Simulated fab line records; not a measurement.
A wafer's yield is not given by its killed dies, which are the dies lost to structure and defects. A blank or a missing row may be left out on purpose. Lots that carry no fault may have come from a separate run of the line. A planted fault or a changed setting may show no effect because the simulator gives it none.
Which of the tools did it? -- flow gf180mcu -- 11 lots, 33 wafers sampled, at 5 steps of a route of 602

== WHAT THE GAUGES SHOWED, per wafer ==
GF_POLY_GATE_CD_MEAS_18.
lot,measured,on,cdNm (nm)
L862,day 9 17:26,cdSem-02,280.0 281.6 281.6
L863,day 10 01:37,cdSem-02,280.9 280.2 284.2
L865,day 10 20:41,cdSem-01,280.0 277.2 280.5
L868,day 11 15:22,cdSem-01,282.4 280.7 281.3
L869,day 12 02:06,cdSem-02,278.4 281.1 280.4
L870,day 12 07:10,cdSem-02,279.7 280.2 280.2
L879,day 14 22:49,cdSem-01,279.5 278.7 281.7
L880,day 15 06:26,cdSem-02,278.4 278.8 281.0
L881,day 15 14:47,cdSem-02,278.4 278.8 279.6
L882,day 15 18:58,cdSem-02,280.6 283.6 282.1
L883,day 16 13:04,cdSem-02,279.1 280.4 277.8

GF_HV_LDD_OVL_MEAS_08.
lot,measured,on,HV_LDD_OVL (nm)
L862,day 10 11:37,overlay-01,-1.1 -1.5 -1.9
L863,day 10 19:41,overlay-02,-0.7 -0.4 -1.3
L865,day 11 15:20,overlay-02,2.0 0.9 0.5
L868,day 12 11:14,overlay-02,-0.7 -0.7 -1.4
L869,day 12 21:53,overlay-02,1.0 2.4 2.4
L870,day 13 03:04,overlay-01,-0.6 1.8 -0.1
L879,day 15 20:40,overlay-02,-1.3 -2.0 0.5
L880,day 16 04:37,overlay-01,0.2 0.9 1.5
L881,day 16 11:52,overlay-01,0.9 1.1 0.8
L882,day 16 17:35,overlay-01,1.9 0.1 0.5
L883,day 17 11:22,overlay-01,-1.0 0.8 0.0

GF_HV_LDD_THK_MEAS_57.
lot,measured,on,HV_LDD_CVD_56_THK (nm)
L862,day 13 01:09,filmMetro-04,89.7 89.6 89.2
L863,day 13 09:37,filmMetro-03,90.1 90.3 89.7
L865,day 14 08:01,filmMetro-04,90.4 90.5 92.0
L868,day 15 04:01,filmMetro-01,89.1 88.9 89.3
L869,day 15 15:32,filmMetro-04,65.7 65.0 64.9 65.6 65.0 65.0
L870,day 15 21:59,filmMetro-03,64.5 64.3 64.4 64.5 64.3 64.4
L879,day 18 21:11,filmMetro-04,88.2 88.8 88.5
L880,day 19 04:25,filmMetro-03,89.7 89.8 89.8
L881,day 19 11:25,filmMetro-04,89.3 89.5 88.8
L882,day 19 17:32,filmMetro-04,89.6 89.9 89.3
L883,day 20 15:08,filmMetro-01,90.6 90.9 90.9

== WHAT TOOL EACH LOT RAN ON (gives the tool, then ch and the chambers of the sampled wafers, and finally the start) ==
lot,GF_HV_LDD_RTA_52,GF_HV_LDD_CVD_56
L862,"rtpAnneal-02 ch 0, day 12 21:40","lpcvd-01 ch 0, day 12 23:43"
L863,"rtpAnneal-02 ch 0, day 13 06:55","lpcvd-01 ch 1, day 13 08:11"
L865,"rtpAnneal-01 ch 0, day 14 05:00","lpcvd-02 ch 1, day 14 06:34"
L868,"rtpAnneal-02 ch 0, day 15 01:19","lpcvd-01 ch 1, day 15 02:35"
L869,"rtpAnneal-01 ch 0, day 15 12:50","lpcvd-01 ch 1, day 15 14:05"
L870,"rtpAnneal-01 ch 0, day 15 19:17","lpcvd-01 ch 1, day 15 20:32"
L879,"rtpAnneal-02 ch 0, day 18 17:46","lpcvd-01 ch 0, day 18 19:02"
L880,"rtpAnneal-02 ch 0, day 19 01:43","lpcvd-02 ch 1, day 19 02:59"
L881,"rtpAnneal-01 ch 0, day 19 08:43","lpcvd-02 ch 1, day 19 09:59"
L882,"rtpAnneal-02 ch 0, day 19 14:50","lpcvd-02 ch 0, day 19 16:05"
L883,"rtpAnneal-02 ch 0, day 20 11:55","lpcvd-01 ch 0, day 20 13:42"
- GF_HV_LDD_RTA_52: time 10 s.
- GF_HV_LDD_CVD_56: deposits Si3N4 from DCS/NH3, target thk 90 nm, time 1543 s.

== WHAT THE TOOLS THEMSELVES READ (means of the sampled wafers that have a number; where no wafer has one, the mark that the record gives instead) ==
GF_HV_LDD_RTA_52.
lot,tool,lampPowerPct (%),wafer_temp_C_max
L862,rtpAnneal-02,29.2,1003.7
L863,rtpAnneal-02,29.2,1003.4
L865,rtpAnneal-01,34.0,1001.8
L868,rtpAnneal-02,29.2,1004.2
L869,rtpAnneal-01,34.0,1002.4
L870,rtpAnneal-01,34.1,1002.4
L879,rtpAnneal-02,29.2,1005.0
L880,rtpAnneal-02,29.2,1003.8
L881,rtpAnneal-01,34.0,1001.0
L882,rtpAnneal-02,29.2,1003.5
L883,rtpAnneal-02,29.2,1003.8

GF_HV_LDD_CVD_56.
lot,tool,spikeTcBottomC (C),spikeTcCentreC (C),spikeTcLowerC (C),spikeTcTopC (C),spikeTcUpperC (C),susceptorTempC (C),zonePowerBottomPct (%)
L862,lpcvd-01,783.8,770.4,770.7,780.2,769.9,769.6,24.0
L863,lpcvd-01,786.4,772.1,770.6,779.2,771.2,769.9,21.4
L865,lpcvd-02,789.2,770.5,770.1,781.7,772.1,769.8,18.5
L868,lpcvd-01,785.6,771.7,769.2,779.7,771.1,769.8,21.3
L869,lpcvd-01,770.3,756.5,753.8,763.6,753.8,753.7,20.4
L870,lpcvd-01,770.2,755.8,753.6,764.4,754.3,753.9,20.5
L879,lpcvd-01,785.1,770.6,771.0,781.7,770.0,770.1,23.9
L880,lpcvd-02,789.7,769.7,770.2,781.0,770.1,769.9,18.4
L881,lpcvd-02,789.1,770.1,770.6,781.3,771.4,769.8,18.4
L882,lpcvd-02,790.2,770.5,769.6,781.7,770.4,770.7,18.4
L883,lpcvd-01,784.9,770.6,771.5,780.3,769.4,769.8,23.8

== THE ANSWER, worked out from the rows above alone ==
Rule: the usual values come from the lots themselves. Put in order of their means at a reading, lots are off if they are a third of the lots or fewer, leave a main group of 4 or more, and stand apart from it by a gap of 3 or more times the standard deviation of the main group's means; of several such gaps the widest counts. A main group whose means are all the same, to the digits that the tables above print for the reading, isn't used. A lot without any number at a reading at which 4 lots or more have one is off too. All remaining lots with rows at the step are treated as sound. After the gauges, taken in route order, come the tools' own readings; for these a lot's mean is taken, as printed above. The first step at which some lot is off is used, and at that step the reading that is off furthest; a lot without a number counts as furthest.
Off: L869, L870, at GF_HV_LDD_THK_MEAS_57 (HV_LDD_CVD_56_THK). Mean 89.7 nm and standard deviation 0.75 in the main group.
A tool fits if, at a process step before that reading, it ran every lot that is off, and no sound lot after the first of them. Not tried: the gauges at GF_HV_LDD_THK_MEAS_57; whatever is off there is also off at GF_HV_LDD_CVD_56, on other tools, and gauge error can't account for it. No candidate that was tried fits.

== WHAT THE SIMULATOR PUT IN ==
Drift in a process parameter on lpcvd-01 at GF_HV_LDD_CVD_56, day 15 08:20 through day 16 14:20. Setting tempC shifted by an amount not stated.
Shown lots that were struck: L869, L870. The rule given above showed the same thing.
